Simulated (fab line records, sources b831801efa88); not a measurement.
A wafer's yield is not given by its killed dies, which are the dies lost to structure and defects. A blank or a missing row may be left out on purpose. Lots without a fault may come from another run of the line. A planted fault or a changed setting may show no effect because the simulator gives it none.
Comparing a struck lot with a sound one + flow gf180mcu + 30 out of 602 route steps
Sound: these wafers, L201.2, L201.4, L201.5. Wafers struck: L196.1, L196.3, L196.6. The cause comes at the end.
At each step with rows: each side's tool, then ch and its chambers, then its first start. Under that, the readings that differ: sound wafers + struck wafers + difference of the means + sigmas: that difference in standard deviations of wafers without a fault.
alike: readings with means less than 2 such deviations apart, plus words and numbers identical on both sides. not compared: withheld readings, readings lacking a value on some wafer, bounds such as >300 that could conceal the same value, and numbers that have no deviation in the record and whose values overlap.
A row with sigmas, a row that says differs or no value, or rows on one side alone: a step with any of these is where the two part. When numbers do not overlap yet have no deviation, they are printed without sigmas and do not part them. A reading that every wafer of one side lacks parts them only if that side has two wafers or more.

GF_HV_LDD_THK_MEAS_57:
  sound on film_metro-04, day 19 04:01; struck on film_metro-04, day 16 20:57
| reading                | sound          | struck         | difference | sigmas |
|------------------------|----------------|----------------|------------|--------|
| HV_LDD_CVD_56_THK (nm) | 89.4 89.2 89.8 | 92.1 92.1 92.3 | +2.7       | +3     |
GF_HV_LDD_ETCHBACK_58: etches Si3N4 in CH3F/O2, stops on SiO2, time 100 s, target depth 90 nm.
  sound on rie_diel-04 ch 0,1, day 19 04:04; struck on rie_diel-01 ch 0,1,3, day 16 21:01
| reading               | sound             | struck            | difference | sigmas |
|-----------------------|-------------------|-------------------|------------|--------|
| oes_product_au (a.u.) | 0.831 0.836 0.843 | 0.852 0.854 0.855 | +0.017     | +3     |
  alike: drypump_motor_current_A, throttle_valve_pct
  not compared: rf_hours_counter_h
then, 7 steps without rows for these wafers: GF_NSD_DEHYDRATE_00 (time 60 s); GF_NSD_HMDS_01 (prime time 60 s); GF_NSD_COAT_02 (resist thk 1000 nm); GF_NSD_SOFTBAKE_03 (time 60 s); GF_NSD_EXPOSE_04 (exposes mask Nplus, target cd 400 nm); GF_NSD_PEB_05; GF_NSD_DEVELOP_06 (develop time 60 s).
GF_NSD_CD_MEAS_07 targets a cd of 400 nm.
  sound on cd_sem-02, day 20 04:45; struck on cd_sem-01, day 17 19:56
  alike: cd_nm
GF_NSD_OVL_MEAS_08:
  sound on overlay-01, day 20 04:51; struck on overlay-02, day 17 20:03
  alike: NSD_OVL
following that, these wafers have no rows for 1 step: GF_NSD_IMPLANT_09.
GF_NSD_IMPLANT_10:
  struck on implanter-01, day 17 20:14; sound on implanter-01 ch 0, day 20 05:04
  no value came back on the struck wafers for beam_energy_keV, beam_on_s (s); on the sound wafers beam_energy_keV reads 40.000 40.003 39.968
GF_NSD_STRIP_11: strips in O2/N2.
  sound on plasma_asher-01 ch 1, day 20 05:11; struck on plasma_asher-03 ch 1, day 17 20:23
| reading                      | sound             | struck            | difference | sigmas |
|------------------------------|-------------------|-------------------|------------|--------|
| strip_time_to_endpoint_s (s) | 22.98 22.99 22.99 | 22.34 22.33 22.34 | -0.65      | -17    |
  alike: drypump_motor_current_A, heater_power_w, o2_flow_sccm, oes_product_au
  not compared: rf_hours_counter_h
GF_NSD_TW_MEAS_12:
  sound on film_metro-03, day 20 05:17; struck on film_metro-04, day 17 20:29
| reading | sound          | struck         | difference | sigmas |
|---------|----------------|----------------|------------|--------|
| NSD_TW  | 4297 4295 4332 | 4205 4215 4197 | -102       | -4     |
then, 7 steps without rows for these wafers: GF_PSD_DEHYDRATE_00 (time 60 s); GF_PSD_HMDS_01 (prime time 60 s); GF_PSD_COAT_02 (resist thk 1000 nm); GF_PSD_SOFTBAKE_03 (time 60 s); GF_PSD_EXPOSE_04 (exposes mask Pplus, target cd 400 nm); GF_PSD_PEB_05; GF_PSD_DEVELOP_06 (develop time 60 s).
GF_PSD_CD_MEAS_07 targets a cd of 400 nm.
  sound on cd_sem-01, day 21 05:32; struck on cd_sem-02, day 18 20:08
  alike: cd_nm
GF_PSD_OVL_MEAS_08:
  sound on overlay-02, day 21 05:39; struck on overlay-01, day 18 20:15
  alike: PSD_OVL
following that, these wafers have no rows for 1 step: GF_PSD_IMPLANT_09.
GF_PSD_STRIP_10: strips in O2/N2.
  sound on plasma_asher-02 ch 1, day 21 05:50; struck on plasma_asher-03 ch 0, day 18 20:26
| reading                     | sound          | struck         | difference | sigmas |
|-----------------------------|----------------|----------------|------------|--------|
| drypump_motor_current_A (A) | 5.02 5.02 5.01 | 5.83 5.85 5.83 | +0.82      | +3     |
| heater_power_w (W)          | 311 304 307    | 347 347 337    | +36        | +2     |
  alike: o2_flow_sccm, oes_product_au, strip_time_to_endpoint_s
  not compared: rf_hours_counter_h
GF_PSD_TW_MEAS_11:
  sound on film_metro-01, day 21 05:56; struck on film_metro-04, day 18 20:32
| reading | sound          | struck         | difference | sigmas |
|---------|----------------|----------------|------------|--------|
| PSD_TW  | 3165 3155 3153 | 3195 3208 3211 | +47        | +2     |
then, 1 step without rows for these wafers: GF_PSD_CLEAN_12 (cleans in SC1/SC2, time 150 s).
GF_PSD_RTA_13: time 20 s.
  sound on rtp_anneal-02 ch 0, day 21 06:03; struck on rtp_anneal-02 ch 0, day 18 20:38
  alike: chamber_o2_ppm, lamp_power_pct, wafer_temp_C_max
GF_PSD_RS_MEAS_14: measures by four-point-probe.
  sound on film_metro-03, day 21 06:08; struck on film_metro-03, day 18 20:44
| reading         | sound             | struck            | difference | sigmas |
|-----------------|-------------------|-------------------|------------|--------|
| NSD_RS (ohm/sq) | 46.16 46.10 46.25 | 53.02 53.06 52.98 | +6.85      | +85    |

== WHERE THEY PART ==
First at GF_HV_LDD_THK_MEAS_57; last, within this record, at GF_PSD_RS_MEAS_14.

WHY: what had been put in by the simulator
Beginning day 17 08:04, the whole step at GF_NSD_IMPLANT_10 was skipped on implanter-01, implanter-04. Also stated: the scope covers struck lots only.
